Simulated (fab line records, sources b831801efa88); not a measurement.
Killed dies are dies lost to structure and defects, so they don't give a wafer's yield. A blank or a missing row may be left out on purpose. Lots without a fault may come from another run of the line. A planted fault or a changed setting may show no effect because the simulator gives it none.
Tool commonality check | flow gf180mcu | 12 lots, 36 wafers sampled

WHY IT WAS OPENED
At GF_PSD_RS_MEAS_14 the reading NSD_RS is flagged on 2 of 12 lots. Wafers without a fault read 46.20 ohm/sq, standard deviation 0.11.
Rule: a lot is flagged when every wafer of it that has a number lies more than 4 standard deviations from that mean, or none has a number. The other lots count as sound.

lot  | measured     | on            | NSD_RS (ohm/sq), wafer by wafer | flag
L361 | day 14 06:29 | film_metro-03 | 46.19 46.24 46.25               |
L364 | day 15 00:10 | film_metro-04 | 46.23 46.02 46.16               |
L367 | day 16 09:20 | film_metro-03 | 46.28 46.28 46.19               |
L369 | day 17 00:15 | film_metro-03 | 48.50 48.56 48.56               | FLAGGED
L372 | day 18 10:49 | film_metro-03 | 48.54 48.65 48.61               | FLAGGED
L374 | day 18 20:43 | film_metro-04 | 46.27 46.34 46.19               |
L378 | day 20 19:30 | film_metro-01 | 46.08 46.08 46.02               |
L379 | day 20 19:48 | film_metro-03 | 46.23 46.18 46.07               |
L380 | day 20 22:41 | film_metro-04 | 46.25 46.23 46.22               |
L382 | day 21 17:09 | film_metro-03 | 46.32 46.29 46.40               |
L383 | day 22 05:04 | film_metro-01 | 46.06 46.01 46.01               |
L384 | day 22 07:49 | film_metro-04 | 46.16 46.09 46.06               |
The numbers of the flagged lots are 48.57 ohm/sq on average: +2.37 ohm/sq against the usual, or +22 standard deviations.

WHICH TOOL RAN EACH LOT
The record holds 2 process steps before the reading, out of a route of 602 steps. In each cell: the tool, then ch and the chambers that the sampled wafers went through, then the start.
lot  | flag    | GF_NSD_IMPLANT_09               | GF_NSD_STRIP_11
L361 |         | implanter-04 ch 0, day 13 10:00 | plasma_asher-02 ch 0,1, day 13 10:17
L364 |         | implanter-01 ch 0, day 14 02:03 | plasma_asher-01 ch 0,1, day 14 02:20
L367 |         | implanter-02 ch 0, day 15 10:41 | plasma_asher-04 ch 0,1, day 15 10:58
L369 | FLAGGED | implanter-01 ch 0, day 16 01:21 | plasma_asher-02 ch 0,1, day 16 01:39
L372 | FLAGGED | implanter-01 ch 0, day 17 10:12 | plasma_asher-02 ch 0,1, day 17 10:30
L374 |         | implanter-02 ch 0, day 17 20:22 | plasma_asher-04 ch 0,1, day 17 20:40
L378 |         | implanter-02 ch 0, day 19 18:39 | plasma_asher-04 ch 0,1, day 19 18:57
L379 |         | implanter-04 ch 0, day 19 18:42 | plasma_asher-02 ch 0,1, day 19 19:00
L380 |         | implanter-01 ch 0, day 19 21:29 | plasma_asher-02 ch 0,1, day 19 21:45
L382 |         | implanter-04 ch 0, day 20 16:33 | plasma_asher-04 ch 0,1, day 20 16:51
L383 |         | implanter-01 ch 0, day 21 03:54 | plasma_asher-04 ch 0,1, day 21 04:10
L384 |         | implanter-04 ch 0, day 21 07:42 | plasma_asher-02 ch 0,1, day 21 08:00
What these steps do:
- GF_NSD_IMPLANT_09
- GF_NSD_STRIP_11: strips in O2/N2.
- GF_PSD_RS_MEAS_14: measures by four-point-probe.

FLAGGED OVER TOTAL, TOOL BY TOOL (the gauges that took the reading come last)
step              | tool            | lots run | flagged | share of the flagged lots | sound lots run after its first flagged lot
GF_NSD_IMPLANT_09 | implanter-01    | 5        | 2       | all                       | 2 (L380,L383)
GF_NSD_IMPLANT_09 | implanter-02    | 3        | 0       | none                      | -
GF_NSD_IMPLANT_09 | implanter-04    | 4        | 0       | none                      | -
GF_NSD_STRIP_11   | plasma_asher-01 | 1        | 0       | none                      | -
GF_NSD_STRIP_11   | plasma_asher-02 | 6        | 2       | all                       | 3 (L379,L380,L384)
GF_NSD_STRIP_11   | plasma_asher-04 | 5        | 0       | none                      | -
GF_PSD_RS_MEAS_14 | film_metro-01   | 2        | 0       | none                      | -
GF_PSD_RS_MEAS_14 | film_metro-03   | 6        | 2       | all                       | 2 (L379,L382)
GF_PSD_RS_MEAS_14 | film_metro-04   | 4        | 0       | none                      | -

WHAT THE TABLE ALLOWS
3 rows of the table ran every flagged lot: implanter-01 at GF_NSD_IMPLANT_09, plasma_asher-02 at GF_NSD_STRIP_11, film_metro-03 at GF_PSD_RS_MEAS_14.
- implanter-01 at GF_NSD_IMPLANT_09: 2 of its 5 lots flagged. Sound lots ran on it after the first flagged one (L380, L383), which a lasting fault on the whole tool wouldn't allow. Its own readings lie more than 4 standard deviations out on every wafer of the flagged lots: dose_ions_cm2.
- plasma_asher-02 at GF_NSD_STRIP_11: 2 of its 6 lots flagged. Sound lots ran on it after the first flagged one (L379, L380, L384), which a lasting fault on the whole tool wouldn't allow. Its own readings lie more than 4 standard deviations out on every wafer of the flagged lots: strip_time_to_endpoint_s.
- film_metro-03 at GF_PSD_RS_MEAS_14: 2 of its 6 lots flagged. Sound lots ran on it after the first flagged one (L379, L382), which a lasting fault on the whole tool wouldn't allow.
No row of the table ran every flagged lot and no sound lot after the first.

WHAT THE SIMULATOR HAD PUT IN
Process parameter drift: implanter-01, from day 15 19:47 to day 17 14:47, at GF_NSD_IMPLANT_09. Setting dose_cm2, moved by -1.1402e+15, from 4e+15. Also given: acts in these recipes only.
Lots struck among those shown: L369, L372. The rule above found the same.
